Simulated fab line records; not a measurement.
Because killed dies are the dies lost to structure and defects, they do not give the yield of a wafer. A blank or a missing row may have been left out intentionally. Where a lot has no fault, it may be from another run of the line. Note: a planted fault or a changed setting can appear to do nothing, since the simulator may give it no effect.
Commonality check across tools :: flow sky130 :: Sample size 12 lots and 36 wafers

== WHY IT WAS OPENED ==
3 of 12 lots carry a flag on the reading NWELL_2_TW at SKY_NWELL_TW_MEAS_26. Wafers without a fault read 492, standard deviation 3.9.
Rule: a lot is flagged in two cases, either no wafer of it has a number, or all its wafers with numbers fall more than 4 standard deviations from that mean. The rest of the lots are taken to be sound.

lot: L604
measured: day 6 15:55
on: film_metro-03
NWELL_2_TW, wafer by wafer: 487 488 489
flag: 

lot: L605
measured: day 6 20:50
on: film_metro-03
NWELL_2_TW, wafer by wafer: 550 550 549
flag: FLAGGED

lot: L606
measured: day 7 04:02
on: film_metro-03
NWELL_2_TW, wafer by wafer: 485 485 487
flag: 

lot: L608
measured: day 7 14:42
on: film_metro-04
NWELL_2_TW, wafer by wafer: 554 556 554
flag: FLAGGED

lot: L610
measured: day 8 03:06
on: film_metro-04
NWELL_2_TW, wafer by wafer: 556 560 557
flag: FLAGGED

lot: L612
measured: day 8 13:38
on: film_metro-02
NWELL_2_TW, wafer by wafer: 494 495 493
flag: 

lot: L615
measured: day 9 15:35
on: film_metro-03
NWELL_2_TW, wafer by wafer: 486 489 487
flag: 

lot: L616
measured: day 9 20:33
on: film_metro-03
NWELL_2_TW, wafer by wafer: 488 489 488
flag: 

lot: L619
measured: day 10 11:14
on: film_metro-02
NWELL_2_TW, wafer by wafer: 498 497 496
flag: 

lot: L620
measured: day 10 19:03
on: film_metro-02
NWELL_2_TW, wafer by wafer: 498 497 497
flag: 

lot: L621
measured: day 11 00:59
on: film_metro-04
NWELL_2_TW, wafer by wafer: 491 493 492
flag: 

lot: L622
measured: day 11 05:11
on: film_metro-02
NWELL_2_TW, wafer by wafer: 495 497 499
flag: 
Average over the flagged lots: 554; offset from the usual +62, equal to +16 standard deviations.

== WHICH TOOL EACH LOT WENT THROUGH ==
The record holds 2 process steps before the reading, out of a route of 708 steps. Every cell lists first the tool, next ch and the chambers used by the sampled wafers, and last the start.
lot: L604
flag: 
SKY_FIELD_ISO_SOFTBAKE_09: litho_track-04 ch 0, day 3 08:01 or earlier
SKY_NWELL_IMPLANT_24: implanter-03 ch 0, day 6 15:43

lot: L605
flag: FLAGGED
SKY_FIELD_ISO_SOFTBAKE_09: litho_track-01 ch 0, day 3 11:50 or earlier
SKY_NWELL_IMPLANT_24: implanter-03 ch 0, day 6 20:35

lot: L606
flag: 
SKY_FIELD_ISO_SOFTBAKE_09: litho_track-01 ch 0, day 3 16:56 or earlier
SKY_NWELL_IMPLANT_24: implanter-01 ch 0, day 7 03:47

lot: L608
flag: FLAGGED
SKY_FIELD_ISO_SOFTBAKE_09: litho_track-04 ch 0, day 4 02:44 or earlier
SKY_NWELL_IMPLANT_24: implanter-03 ch 0, day 7 14:28

lot: L610
flag: FLAGGED
SKY_FIELD_ISO_SOFTBAKE_09: litho_track-04 ch 0, day 4 14:39 or earlier
SKY_NWELL_IMPLANT_24: implanter-03 ch 0, day 8 02:51

lot: L612
flag: 
SKY_FIELD_ISO_SOFTBAKE_09: litho_track-04 ch 0, day 4 23:08 or earlier
SKY_NWELL_IMPLANT_24: implanter-01 ch 0, day 8 13:23

lot: L615
flag: 
SKY_FIELD_ISO_SOFTBAKE_09: litho_track-01 ch 0, day 5 19:44 or earlier
SKY_NWELL_IMPLANT_24: implanter-01 ch 0, day 9 15:22

lot: L616
flag: 
SKY_FIELD_ISO_SOFTBAKE_09: litho_track-02 ch 0, day 5 23:01 or earlier
SKY_NWELL_IMPLANT_24: implanter-01 ch 0, day 9 20:18

lot: L619
flag: 
SKY_FIELD_ISO_SOFTBAKE_09: litho_track-01 ch 0, day 6 12:36 or earlier
SKY_NWELL_IMPLANT_24: implanter-03 ch 0, day 10 10:59

lot: L620
flag: 
SKY_FIELD_ISO_SOFTBAKE_09: litho_track-02 ch 0, day 6 19:00 or earlier
SKY_NWELL_IMPLANT_24: implanter-03 ch 0, day 10 18:48

lot: L621
flag: 
SKY_FIELD_ISO_SOFTBAKE_09: litho_track-02 ch 0, day 7 02:19 or earlier
SKY_NWELL_IMPLANT_24: implanter-01 ch 0, day 11 00:44

lot: L622
flag: 
SKY_FIELD_ISO_SOFTBAKE_09: litho_track-04 ch 0, day 7 05:59 or earlier
SKY_NWELL_IMPLANT_24: implanter-01 ch 0, day 11 04:58
What is done by these steps:
- SKY_FIELD_ISO_SOFTBAKE_09: time 94.25 s.
- SKY_NWELL_IMPLANT_24
- SKY_NWELL_TW_MEAS_26

== FLAGGED OVER TOTAL, TOOL BY TOOL (the gauges that took the reading come last) ==
step: SKY_FIELD_ISO_SOFTBAKE_09
tool: litho_track-01
lots run: 4
flagged: 1
share of the flagged lots: some
sound lots run after its first flagged lot: 3 (L606,L615,L619)

step: SKY_FIELD_ISO_SOFTBAKE_09
tool: litho_track-02
lots run: 3
flagged: 0
share of the flagged lots: none
sound lots run after its first flagged lot: -

step: SKY_FIELD_ISO_SOFTBAKE_09
tool: litho_track-04
lots run: 5
flagged: 2
share of the flagged lots: some
sound lots run after its first flagged lot: 2 (L612,L622)

step: SKY_NWELL_IMPLANT_24
tool: implanter-01
lots run: 6
flagged: 0
share of the flagged lots: none
sound lots run after its first flagged lot: -

step: SKY_NWELL_IMPLANT_24
tool: implanter-03
lots run: 6
flagged: 3
share of the flagged lots: all
sound lots run after its first flagged lot: 2 (L619,L620)

step: SKY_NWELL_TW_MEAS_26
tool: film_metro-02
lots run: 4
flagged: 0
share of the flagged lots: none
sound lots run after its first flagged lot: -

step: SKY_NWELL_TW_MEAS_26
tool: film_metro-03
lots run: 5
flagged: 1
share of the flagged lots: some
sound lots run after its first flagged lot: 3 (L606,L615,L616)

step: SKY_NWELL_TW_MEAS_26
tool: film_metro-04
lots run: 3
flagged: 2
share of the flagged lots: some
sound lots run after its first flagged lot: 1 (L621)
SKY_FIELD_ISO_SOFTBAKE_09: start missing for some lots; hours and lot order therefore follow SKY_FIELD_ISO_CD_MEAS_13.

== WHAT THE TABLE PERMITS ==
In the table, 1 row covers all flagged lots: implanter-03 at SKY_NWELL_IMPLANT_24.
- implanter-03 at SKY_NWELL_IMPLANT_24: 3 of its 6 lots flagged. Lots that were sound ran on it after the first flagged one (L619, L620); a persistent fault on the entire tool would not allow that. Its own readings lie more than 4 standard deviations out on every wafer of the flagged lots: dose_ions_cm2, faraday_current_uA.
Every row of the table either missed a flagged lot or ran a sound lot after the first.

== WHAT THE SIMULATOR HAD PUT IN ==
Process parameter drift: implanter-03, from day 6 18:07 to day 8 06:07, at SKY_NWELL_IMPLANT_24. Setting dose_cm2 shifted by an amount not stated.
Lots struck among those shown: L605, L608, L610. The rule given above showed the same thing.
